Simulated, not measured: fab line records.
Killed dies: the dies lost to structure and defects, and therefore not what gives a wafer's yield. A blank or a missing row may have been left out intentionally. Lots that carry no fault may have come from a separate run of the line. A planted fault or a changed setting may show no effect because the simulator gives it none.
A lot that was struck, set against a sound lot + flow sky130 + 31 out of 708 route steps
Sound: wafers L759.2, L759.4, L759.6. Struck: wafer L764.1 (left out: L764.2, a lot-mate that was not struck); the cause follows at the end.
At each step with rows: each side's tool, then ch and its chambers, then its first start. Under that, the readings that differ: sound wafers + struck wafers + difference of the means + sigmas: that difference in standard deviations of wafers without a fault.
alike: readings whose means differ by less than 2 such deviations, and words and numbers that are the same on both sides. not compared: withheld readings, readings that some wafer has no value for, bounds like >300 that may hide the same value, and numbers for which the record gives no deviation and whose values overlap.
A row with sigmas, a row that says differs or no value, or rows on one side alone: a step with any of these is where the two part. Non-overlapping numbers with no deviation appear without sigmas and do not part them. Lack of a reading on every wafer of one side parts them only where that side has two or more wafers.

SKY_PWDE_OVL_MEAS_07:
  sound: overlay-02 at day 6 08:07; struck: overlay-01 at day 7 11:52
  alike: PWDE_OVL
next, for these wafers, 1 step has no rows: SKY_PWDE_IMPLANT_08.
SKY_PWDE_STRIP_09: strips in O2/N2.
  sound on plasma-asher-02 ch 0,1, day 6 08:17; struck on plasma-asher-02 ch 1, day 7 12:04
  alike: drypump-motor-current-A, oes-product-au, strip-time-to-endpoint-s
  not compared: rf-hours-counter-h
SKY_PWDE_TW_MEAS_10:
  sound: film-metro-02 at day 6 08:24; struck: film-metro-01 at day 7 12:10
  alike: PWDE_TW
then, 7 steps without rows for these wafers: SKY_NWELL_DEHYDRATE_03 (time 60 s); SKY_NWELL_HMDS_04 (prime time 60 s); SKY_NWELL_COAT_05 (resist thk 3000 nm); SKY_NWELL_SOFTBAKE_06; SKY_NWELL_EXPOSE_07 (exposes mask NWM, target cd 840 nm); SKY_NWELL_PEB_08; SKY_NWELL_DEVELOP_09 (develop time 60 s).
SKY_NWELL_OVL_MEAS_10:
  sound: overlay-01 at day 7 04:19; struck: overlay-02 at day 8 07:34
  alike: NWELL_00_OVL
SKY_NWELL_IMPLANT_11:
  sound on implanter-01 ch 0, day 7 04:23; struck on implanter-03 ch 0, day 8 07:36
then, 2 steps without rows for these wafers: SKY_NWELL_IMPLANT_12; SKY_NWELL_IMPLANT_13.
SKY_NWELL_STRIP_14: strips in O2/N2.
  sound on plasma-asher-02 ch 0,1, day 7 04:48; struck on plasma-asher-01 ch 0, day 8 08:03
| reading                     | sound       | struck | difference | sigmas |
|-----------------------------|-------------|--------|------------|--------|
| drypump-motor-current-A (A) | 6.3 6.4 6.3 | 5.4    | -0.9       | -2     |
  alike: oes-product-au, strip-time-to-endpoint-s
  not compared: rf-hours-counter-h
SKY_NWELL_TW_MEAS_15:
  sound: film-metro-01 at day 7 04:55; struck: film-metro-03 at day 8 08:23
| reading  | sound          | struck | difference | sigmas |
|----------|----------------|--------|------------|--------|
| NWELL_TW | 1806 1822 1818 | 1734   | -81        | -5     |
  not compared: hold
then, 6 steps without rows for these wafers: SKY_NWELL_HMDS_17 (prime time 60 s); SKY_NWELL_COAT_18 (resist thk 3000 nm); SKY_NWELL_SOFTBAKE_19; SKY_NWELL_EXPOSE_20 (exposes mask NWM COMPLEMENT, target cd 840 nm); SKY_NWELL_PEB_21; SKY_NWELL_DEVELOP_22 (develop time 60 s).
SKY_NWELL_OVL_MEAS_23:
  sound: overlay-01 at day 8 00:31; struck: overlay-02 at day 9 05:58
  alike: NWELL_01_OVL
next, for these wafers, 1 step has no rows: SKY_NWELL_IMPLANT_24.
SKY_NWELL_STRIP_25: strips in O2/N2.
  sound on plasma-asher-01 ch 0,1, day 8 00:41; struck on plasma-asher-02 ch 0, day 9 06:08
  alike: drypump-motor-current-A, oes-product-au, strip-time-to-endpoint-s
  not compared: rf-hours-counter-h
SKY_NWELL_TW_MEAS_26:
  sound: film-metro-02 at day 8 00:48; struck: film-metro-03 at day 9 06:14
| reading    | sound       | struck | difference | sigmas |
|------------|-------------|--------|------------|--------|
| NWELL_2_TW | 506 505 503 | 489    | -16        | -3     |
then, 1 step without rows for these wafers: SKY_NWELL_CLEAN_27 (cleans in SC1/SC2, time 150 s).
SKY_NWELL_RTA_28: time 30 s.
  sound on rtp-anneal-02 ch 0, day 8 00:55; struck on rtp-anneal-02 ch 0, day 9 06:30
  alike: lamp-power-pct, wafer_temp_C_max
SKY_NWELL_RS_MEAS_29: measures by four-point-probe.
  sound: film-metro-03 at day 8 01:01; struck: film-metro-01 at day 9 06:58
| reading           | sound             | struck | difference | sigmas |
|-------------------|-------------------|--------|------------|--------|
| NWELL_RS (ohm/sq) | 625.5 625.5 628.4 | 676.7  | +50.2      | +31    |
  not compared: hold
-- the record jumps here: 41 days lie between the struck wafers' starts before and after (it left off in module NWELL and takes up again in module PAD_OPEN, whose first step shown is number 708 of the route) --
SKY_PAD_OPEN_PROBE_99:
  sound: prober-01 at day 48 18:26; struck: prober-01 at day 50 05:35
| reading                                         | sound                         | struck    | difference | sigmas |
|-------------------------------------------------|-------------------------------|-----------|------------|--------|
| killed_at_M4_up                                 | 5 4 5                         | 1         | -4         | -2     |
| model.etest.nfet_16v.r-on-ohm-um                | 1.426e+04 1.415e+04 1.425e+04 | 1.506e+04 | +8.400e+02 |        |
| model.etest.pfet_16v.r-on-ohm-um                | 1.507e+04 1.529e+04 1.537e+04 | 1.491e+04 | -3.333e+02 |        |
| model.etest.res-nwell.line-ohm-um               | 1146 1130 1156                | 1505      | +361       |        |
| model.etest.res-nwell.rs-ohm-sq                 | 941.8 951.5 958.5             | 1218      | +267       |        |
| model.etest.res-nwell.rs-ohm-sq-range           | 20.82 18.59 11.95             | 174.6     | +157.5     |        |
| model.etest.res-nwell.rs-ohm-sq-rim-less-centre | -13.4 -7.786 -3.791           | -79.15    | -70.82     |        |
| model.etest.tip_p_5v.rs-ohm-sq                  | 2854 2875 2850                | 2804      | -56        |        |
| model.etest.res-nwell.width-nm (nm)             | 828.9 835 832.2               | 807.1     | -24.9      |        |
  alike: killed_at_M0_to_M3, killed-at-contacts, killed-at-front-end, killed-at-other, killed-dies, killed-open, killed-short

== WHERE THEY PART ==
At SKY_NWELL_STRIP_14 first; at SKY_PAD_OPEN_PROBE_99 last (within this record only).

WHY: the cause the simulator had injected
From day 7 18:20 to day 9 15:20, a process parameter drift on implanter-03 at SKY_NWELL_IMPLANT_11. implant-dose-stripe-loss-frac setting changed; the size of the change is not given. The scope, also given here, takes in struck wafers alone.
